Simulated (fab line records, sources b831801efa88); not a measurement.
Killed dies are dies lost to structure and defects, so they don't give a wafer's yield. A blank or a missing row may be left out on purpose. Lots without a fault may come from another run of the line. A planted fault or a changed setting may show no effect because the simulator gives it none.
A struck lot beside a sound one | flow sky130 | 15 steps out of a route of 708
Sound: wafers L830.2, L830.4, L830.5. Struck: wafers L845.1, L845.4, L845.6. The cause comes at the end.
At each step with rows: each side's tool, then ch and its chambers, then its first start. Under that, the readings that differ: sound wafers | struck wafers | difference of the means | sigmas: that difference in standard deviations of wafers without a fault.
alike: readings whose means differ by less than 2 such deviations, and words and numbers that are the same on both sides. not compared: withheld readings, readings that some wafer has no value for, bounds like >300 that may hide the same value, and numbers for which the record gives no deviation and whose values overlap.
The two part at a step that has a row with sigmas, a row that says differs or no value, or rows on one side only. Numbers that don't overlap but have no deviation are shown without sigmas and don't part them. A reading that every wafer of one side lacks parts them only if that side has two wafers or more.

first, 4 steps without rows for these wafers: SKY_VT_ADJUST_PCH_SOFTBAKE_03; SKY_VT_ADJUST_PCH_EXPOSE_04 (exposes mask NWM, target cd 840 nm); SKY_VT_ADJUST_PCH_PEB_05; SKY_VT_ADJUST_PCH_DEVELOP_06 (develop time 60 s).
SKY_VT_ADJUST_PCH_OVL_MEAS_07:
  sound on overlay-02, day 11 15:27; struck on overlay-02, day 15 20:59
  alike: VT_ADJUST_PCH_OVL
then, 1 step without rows for these wafers: SKY_VT_ADJUST_PCH_IMPLANT_08.
SKY_VT_ADJUST_PCH_STRIP_09: strips in O2/N2.
  sound on plasma_asher-01 ch 0,1, day 11 15:38; struck on plasma_asher-03 ch 0, day 15 21:11
  alike: drypump_motor_current_A, oes_product_au, strip_time_to_endpoint_s
  not compared: rf_hours_counter_h
SKY_VT_ADJUST_PCH_TW_MEAS_10:
  sound on film_metro-04, day 11 15:44; struck on film_metro-03, day 15 21:17
  alike: VT_ADJUST_PCH_TW
then, 4 steps without rows for these wafers: SKY_SONOS_TUNNEL_DEHYDRATE_00 (time 60 s); SKY_SONOS_TUNNEL_HMDS_01 (prime time 60 s); SKY_SONOS_TUNNEL_COAT_02 (resist thk 1140 nm); SKY_SONOS_TUNNEL_SOFTBAKE_03 (time 60 s).
SKY_SONOS_TUNNEL_EXPOSE_04: exposes mask TUNM, target cd 410 nm.
  sound on iline_stepper-01 ch 0, day 12 03:08; struck on iline_stepper-01 ch 0, day 16 10:32
  reading              | sound                | struck               | difference | sigmas
  exposure_dose_mJ_cm2 | 136.15 136.11 136.13 | 133.35 133.32 133.21 | -2.84      | -22
  alike: mask
then, 1 step without rows for these wafers: SKY_SONOS_TUNNEL_PEB_05.
-- the record jumps here: 34 days lie between the struck wafers' starts before and after (it left off in module SONOS_TUNNEL and takes up again in module PAD_OPEN, whose first step shown is number 708 of the route) --
SKY_PAD_OPEN_PROBE_99:
  sound on prober-01, day 47 02:05; struck on prober-02, day 50 07:30
  alike: killed_at_M0_to_M3, killed_at_M4_up, killed_at_contacts, killed_at_front_end, killed_at_other, killed_dies, killed_open, killed_short

WHERE THEY PART
Only at SKY_SONOS_TUNNEL_EXPOSE_04, within this record. Later steps at which nothing parts them and some readings are alike: SKY_PAD_OPEN_PROBE_99.

WHY: what the simulator had put in
Process parameter drift: iline_stepper-01, from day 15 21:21 on, at SKY_SONOS_TUNNEL_EXPOSE_04. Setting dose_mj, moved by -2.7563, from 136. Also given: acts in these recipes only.
